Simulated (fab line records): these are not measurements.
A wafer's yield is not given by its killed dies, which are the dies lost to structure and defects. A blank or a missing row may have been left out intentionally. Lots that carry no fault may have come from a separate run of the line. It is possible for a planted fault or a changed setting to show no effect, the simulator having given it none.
A single fault, viewed from 2 desks ; flow sky130 ; each desk has only its own numbers; what lay behind them comes last

THE METROLOGY DESK
Lot by lot, what the gauges showed, no matter which tool ran the lot: averages of those sampled wafers that carry a number. Any lot whose mean is over 4 standard deviations away from the usual mean is out of limits and marked OUT; that distance is given in the brackets.
Columns: A = POLY_GATE_CVD_00_THK at SKY_POLY_GATE_THK_MEAS_01, usual 180.3 nm; B = POLY_GATE_CVD_03_THK at SKY_POLY_GATE_THK_MEAS_04, usual 75.1 nm; C = LDD_P_TW at SKY_LDD_P_TW_MEAS_11, usual 632
lot;first seen here;A;B;C
L940;day 14 08:53;180.9;75.4;634
L941;day 14 18:01;180.5;76.5;633
L942;day 15 13:34;181.9;74.6;634
L944;day 16 02:47;178.7;75.0;632
L946;day 17 07:41;180.6;75.3;629
L948;day 17 15:23;181.1;74.3;633
L951;day 18 22:00;180.7;74.9;636
L953;day 19 05:05;180.1;75.2;634
L956;day 20 09:08;144.9 (-27) OUT;73.5;630
L959;day 21 02:22;180.1;75.0;637
Per this desk, out of limits: L956; the first was L956, day 20 09:08 (POLY_GATE_CVD_00_THK at SKY_POLY_GATE_THK_MEAS_01). L940, L941, L942, L944, L946, L948, L951, L953, L959: within limits.

TOOL OWNER'S DESK, lpcvd-01
The tool's own readings at SKY_POLY_GATE_CVD_00 (deposits poly-Si, target thk 180 nm, time 720 s): means of the sampled wafers that have a number, for each lot that ran on this tool. Any lot whose mean is over 4 standard deviations away from the usual mean is out of limits and marked OUT; that distance is given in the brackets.
Columns: A = spike tc bottom C at SKY_POLY_GATE_CVD_00, usual 641.4 C; B = spike tc centre C at SKY_POLY_GATE_CVD_00, usual 621.8 C; C = spike tc lower C at SKY_POLY_GATE_CVD_00, usual 621.3 C; D = spike tc top C at SKY_POLY_GATE_CVD_00, usual 638.9 C; E = spike tc upper C at SKY_POLY_GATE_CVD_00, usual 620.6 C; F = susceptor temp C at SKY_POLY_GATE_CVD_00, usual 620.00 C
lot;first seen here;A;B;C;D;E;F
L940;day 14 07:41;643.0;622.5;621.6;640.5;621.0;620.07
L941;day 14 16:49;643.0;621.8;621.1;641.5;621.5;620.28
L942;day 15 12:22;640.2;620.4;621.7;636.9;619.1;619.84
L944;day 16 00:59;640.6;621.2;621.5;636.2;619.3;620.02
L946;day 17 06:28;638.6;620.8;622.8;636.3;619.8;620.09
L948;day 17 14:11;642.5;623.8;620.8;640.1;620.8;620.15
L951;day 18 20:48;642.8;621.8;620.5;641.2;620.7;620.13
L953;day 19 03:51;642.8;621.5;621.6;640.3;622.4;620.02
L956;day 20 07:19;629.9 (-4.8) OUT;611.2 (-8.8) OUT;612.0 (-8.5) OUT;627.6 (-4.9) OUT;611.4 (-7.7) OUT;610.78 (-32) OUT
L959;day 21 00:33;643.3;622.1;619.5;641.0;620.6;620.53
This desk's finding: out of limits on L956; first on L956, day 20 07:19 (spike tc bottom C at SKY_POLY_GATE_CVD_00). L940, L941, L942, L944, L946, L948, L951, L953, L959: within limits.

TAKEN TOGETHER
The tool owner's desk could have raised an alarm at day 20 07:19, on L956.
L956 would have let the metrology desk raise an alarm at day 20 09:08.
On lpcvd-01, each named lot ran SKY_POLY_GATE_CVD_00.

WHAT THE SIMULATOR HAD INSERTED
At SKY_POLY_GATE_CVD_00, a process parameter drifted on lpcvd-01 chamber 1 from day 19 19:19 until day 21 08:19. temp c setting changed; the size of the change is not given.
Lots struck among those shown: L956.
Hours from the fault's start to each desk's first reading out of limits: the tool owner's desk, 12; the metrology desk, 14.
